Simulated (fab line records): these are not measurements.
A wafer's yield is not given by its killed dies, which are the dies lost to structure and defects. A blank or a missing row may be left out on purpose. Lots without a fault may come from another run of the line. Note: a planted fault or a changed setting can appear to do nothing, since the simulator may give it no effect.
Problem report in the 8D (eight disciplines) form, filled by code ; flow gf180mcu ; the parts of the form that need people (team, actions taken, sign-off) are left out

1. THE PROBLEM
GF_M5_METAL_ETCH_10, run length s: mean 163.8 s over 1 wafer from 1 lot; wafers with no fault: 153.5 s, standard deviation 0.42. That puts it +25 standard deviations away from the usual mean.
The step: etches the open film in Cl2/BCl3, stops on SiO2, target depth 750.8 nm, time 125.1 s.
The first sign was on wafer L131.3 at day 32 02:38, on rie metal-03. The record holds 32 wafers of 11 lots with a number at this step. Rule for "out", or "out of limits": more than 4 standard deviations from the usual mean. The other wafers with a number count as sound.

2. WHAT IT IS, WHAT IT ISN'T
question;is;is not
which readings at this step;run length s, oes product au;drypump motor current A
which lots;L131;L114, L115, L117, L118, L120, L127, L128, L133, L135, L136
which wafers of those lots;L131.3;L131.2
read on which tools;rie metal-03;rie metal-01, rie metal-02
when;from day 32 02:38;"up to then (22 sound wafers); but 9 sound wafers of L133, L135, L136 came after"

3. SUSPECTS, AND WHAT RULES EACH OUT
Counting: a tool at a process step up to the reading stays a suspect if it ran every lot that is out. Sound lots after the first of them don't rule it out here, since some wafers of a struck lot are sound.
- pvd sputter-01 at GF_MIM_SPUTTER_01 (material TiN, target thk 30 nm, time 25 s): kept. The lot that is out, L131, ran on it at day 30 15:22; the last sound lot it ran before that was L128, at day 29 13:29.
- rie metal-03 at GF_M5_METAL_ETCH_10 (etches the open film in Cl2/BCl3, stops on SiO2, target depth 750.8 nm, time 125.1 s): kept. The lot that is out, L131, ran on it at day 32 02:38; the last sound lot it ran before that was L128, at day 31 03:33. Its own oes product au, run length s readings are out on those wafers.
Left after counting: pvd sputter-01 at GF_MIM_SPUTTER_01, rie metal-03 at GF_M5_METAL_ETCH_10.

4. THE CAUSE (what the simulator had put in)
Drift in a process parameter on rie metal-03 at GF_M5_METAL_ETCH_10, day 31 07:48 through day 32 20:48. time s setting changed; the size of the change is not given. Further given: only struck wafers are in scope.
Counting left 2 suspects, and this tool is among them.

5. THE EFFECT CHAIN, in route order
One row per reading whose mean, taken over the struck wafers that have a number, lies over 3 standard deviations from the usual. Only readings whose record carries a usual standard deviation are examined. hours: median over the lots of the time between each lot's start at the first step of this table that gives one and its start at this step. sigmas: the change, counted in usual standard deviations.
hours;step;reading;usual;on struck wafers;change;sigmas
0;GF_M5_METAL_ETCH_10;oes product au;0.992 a.u.;0.952;-0.040;-7.3
0;GF_M5_METAL_ETCH_10;run length s;153.5 s;163.8;+10.3;+25
0;GF_M5_METAL_ETCH_10;throttle valve pct;28.227 %;28.263;+0.036;+3.6
0;GF_M5_STRIP_11;strip time to endpoint s;7.03 s;6.68;-0.35;-5.6
The process steps in it:
- GF_M5_METAL_ETCH_10: etches the open film in Cl2/BCl3, stops on SiO2, target depth 750.8 nm, time 125.1 s.
- GF_M5_STRIP_11: strips in O2/N2.

6. HOW IT WOULD HAVE BEEN CAUGHT EARLIER
First out-of-limits reading in this record: day 32 02:38, which is 19 hours after fault onset at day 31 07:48.
